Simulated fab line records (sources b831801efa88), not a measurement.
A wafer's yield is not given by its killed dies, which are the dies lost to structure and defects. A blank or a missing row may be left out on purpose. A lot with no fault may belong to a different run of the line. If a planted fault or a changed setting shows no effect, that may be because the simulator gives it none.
Which tool was responsible? -- flow sky130 -- Sampling: 14 lots, 39 wafers, 6 of 708 route steps

== WHAT EACH GAUGE READ, for each wafer ==
SKY_FIELD_ISO_THK_MEAS_04.
lot,measured,on,FIELD_ISO_CVD_03_THK (nm)
L276,day 1 23:53,filmMetro-01,165.2 165.5 164.7
L277,day 2 07:32,filmMetro-04,163.5 163.9 164.8
L278,day 2 10:40,filmMetro-01,166.3 166.6 164.6
L279,day 2 15:04,filmMetro-01,164.7 164.0 164.6
L280,day 2 20:02,filmMetro-01,167.0 166.6 168.4
L282,day 3 05:59,filmMetro-01,166.6 166.7 165.9
L283,day 3 11:22,filmMetro-02,165.8 167.0 167.1
L284,day 3 15:32,filmMetro-01,164.2 164.6 164.0
L285,day 3 20:29,filmMetro-02,163.4 163.8 162.3
L286,day 4 01:31,filmMetro-01,164.6 165.2
L287,day 4 07:23,filmMetro-04,164.1 164.3
L291,day 5 04:07,filmMetro-04,162.9 163.7
L296,day 6 09:07,filmMetro-02,166.0 164.6 164.0
L297,day 6 12:13,filmMetro-01,165.5 165.5 165.4

SKY_FIELD_ISO_THK_MEAS_25.
lot,measured,on,FIELD_ISO_CVD_24_THK (nm)
L276,day 2 16:49,filmMetro-01,596 605 594
L277,day 3 00:55,filmMetro-04,602 599 605
L278,day 3 05:19,filmMetro-01,598 600 593
L279,day 3 09:02,filmMetro-04,599 587 593
L280,day 3 14:12,filmMetro-02,586 596 583
L282,day 4 00:08,filmMetro-04,604 599 605
L283,day 4 05:57,filmMetro-01,595 593 591
L284,day 4 10:56,filmMetro-04,600 598 599
L285,day 4 18:14,filmMetro-04,596 598 605
L286,day 4 22:25,filmMetro-02,1132 596
L287,day 5 03:58,filmMetro-04,1138 1139
L291,day 6 06:21,filmMetro-01,1133 598
L296,day 7 06:08,filmMetro-02,584 587 593
L297,day 7 08:56,filmMetro-04,595 590 589

SKY_NWELL_OVL_MEAS_10.
lot,measured,on,NWELL_00_OVL (nm)
L276,day 4 23:23,overlay-01,-1.0 -2.4 -1.0
L277,day 5 08:12,overlay-02,-0.5 0.0 -1.6
L278,day 5 12:50,overlay-02,0.8 0.8 1.2
L279,day 5 15:43,overlay-02,-0.6 -1.5 -1.7
L280,day 6 00:21,overlay-02,-2.0 -2.1 -2.6
L282,day 6 10:50,overlay-02,0.6 -2.3 -2.3
L283,day 6 14:51,overlay-01,-1.5 -1.7 -0.7
L284,day 7 00:20,overlay-02,-0.7 0.5 0.3
L285,day 7 07:53,overlay-01,0.1 -1.4 -1.1
L286,day 7 09:16,overlay-02,-0.3 -0.3
L287,day 7 15:46,overlay-01,1.5 1.1
L291,day 9 06:08,overlay-02,-0.2 -0.6
L296,day 10 03:57,overlay-02,-1.8 -2.5 -1.2
L297,day 10 06:17,overlay-02,0.7 -0.4 -1.7

SKY_NWELL_OVL_MEAS_23.
lot,measured,on,NWELL_01_OVL (nm)
L276,day 5 17:45,overlay-02,0.8 -0.1 0.7
L277,day 6 02:54,overlay-01,0.8 0.2 0.7
L278,day 6 07:38,overlay-01,-0.2 -0.9 -1.8
L279,day 6 09:50,overlay-01,-1.4 -2.9 -2.2
L280,day 6 18:53,overlay-01,0.3 0.7 -0.7
L282,day 7 05:26,overlay-02,-0.3 -3.7 -1.4
L283,day 7 09:41,overlay-01,-1.4 -0.1 -0.6
L284,day 7 19:53,overlay-02,-0.9 -0.8 -1.3
L285,day 8 04:02,overlay-02,2.0 0.5 0.9
L286,day 8 05:34,overlay-01,-1.9 0.1
L287,day 8 12:43,overlay-02,0.0 -2.3
L291,day 10 04:45,overlay-01,-0.4 0.0
L296,day 11 03:51,overlay-02,2.3 2.2 0.9
L297,day 11 05:47,overlay-01,-2.6 -0.9 0.8

== EACH LOT AND THE TOOL THAT RAN IT (in order: tool; ch and the chambers of the sampled wafers; start) ==
lot,SKY_FIELD_ISO_CVD_24,SKY_FIELD_ISO_CMP_27
L276,"hdpcvd-02 ch 0,1, day 2 16:44","cmp-02 ch 0,1,3, day 2 19:41"
L277,"hdpcvd-02 ch 0,1, day 3 00:50","cmp-02 ch 0,1,2, day 3 02:28"
L278,"hdpcvd-01 ch 0,1,2, day 3 05:14","cmp-02 ch 1,2,3, day 3 07:01"
L279,"hdpcvd-02 ch 1,2, day 3 08:56","cmp-01 ch 1,2,3, day 3 10:38"
L280,"hdpcvd-02 ch 0,1,2, day 3 14:07","cmp-02 ch 0,3, day 3 17:04"
L282,"hdpcvd-02 ch 0,1, day 4 00:02","cmp-02 ch 0,2, day 4 02:35"
L283,"hdpcvd-02 ch 0,1,2, day 4 05:52","cmp-01 ch 0,1, day 4 07:30"
L284,"hdpcvd-01 ch 0,1,2, day 4 10:52","cmp-01 ch 0,2,3, day 4 12:30"
L285,"hdpcvd-01 ch 0,1,2, day 4 18:09","cmp-02 ch 0,2,3, day 4 22:11"
L286,"hdpcvd-01 ch 0,2, day 4 22:21","cmp-01 ch 2,3, day 5 00:02"
L287,"hdpcvd-01 ch 0,2, day 5 03:53","cmp-02 ch 0,1, day 5 05:35"
L291,"hdpcvd-01 ch 0,2, day 6 06:16","cmp-02 ch 0,3, day 6 10:52"
L296,"hdpcvd-02 ch 0,1, day 7 05:59","cmp-01 ch 0,1,2, day 7 08:34"
L297,"hdpcvd-02 ch 0,1,2, day 7 08:52","cmp-02 ch 0,1,2, day 7 10:33"
- SKY_FIELD_ISO_CVD_24: deposits SiO2, target thk 595 nm, time 99.2 s.
- SKY_FIELD_ISO_CMP_27: polishes, stops on Si3N4, t overpolish 16 s, target thk 457.8 nm.

== AS READ BY THE TOOLS THEMSELVES (means over the sampled wafers that have a number; for cases with no such wafer, the mark the record gives instead) ==
SKY_FIELD_ISO_CMP_27.
lot,tool,motorCurrentA (A),timeToEndpointS (s)
L276,cmp-02,11.0,108
L277,cmp-02,11.7,109
L278,cmp-02,12.0,114
L279,cmp-01,14.2,115
L280,cmp-02,10.9,111
L282,cmp-02,11.0,111
L283,cmp-01,12.4,109
L284,cmp-01,13.3,106
L285,cmp-02,11.2,111
L286,cmp-01,14.4,160
L287,cmp-02,11.6,205
L291,cmp-02,11.2,158
L296,cmp-01,13.5,111
L297,cmp-02,11.2,109

== THE ANSWER, worked out from the rows above alone ==
Rule: what is usual is taken from the lots themselves. Put in order of their means at a reading, lots are off if they are a third of the lots or fewer, leave a main group of 4 or more, and stand apart from it by a gap of 3 or more times the standard deviation of the main group's means; of several such gaps the widest counts. A main group whose means are all the same, to the digits that the tables above print for the reading, isn't used. A lot without any number at a reading at which 4 lots or more have one is off too. The other lots that the step has rows for count as sound. First the gauges in route order, then the tools' own readings, where a lot's mean is used as printed above. At the first step where some lot is off, the reading lying furthest off is the one used; lots without a number count as furthest.
Off: L286, L287, L291, at SKY_FIELD_ISO_THK_MEAS_25 (FIELD_ISO_CVD_24_THK). Main group: mean 596 nm, sd 5.
If a tool, at a process step before that reading, ran all the lots that are off and no sound lot after the first of them, it fits. The gauges at SKY_FIELD_ISO_THK_MEAS_25 aren't tried: what is off there is off at SKY_FIELD_ISO_CMP_27 too, on other tools, and a gauge's error can't cause that. One candidate fits, namely hdpcvd-01 at SKY_FIELD_ISO_CVD_24. Its last sound lot is L285 (day 4 18:09), its first lot that is off L286 (day 4 22:21): a fault that began between those two fits.

== WHAT THE SIMULATOR HAD INSERTED ==
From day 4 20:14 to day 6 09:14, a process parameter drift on hdpcvd-01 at SKY_FIELD_ISO_CVD_24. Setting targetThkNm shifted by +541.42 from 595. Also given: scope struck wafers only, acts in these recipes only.
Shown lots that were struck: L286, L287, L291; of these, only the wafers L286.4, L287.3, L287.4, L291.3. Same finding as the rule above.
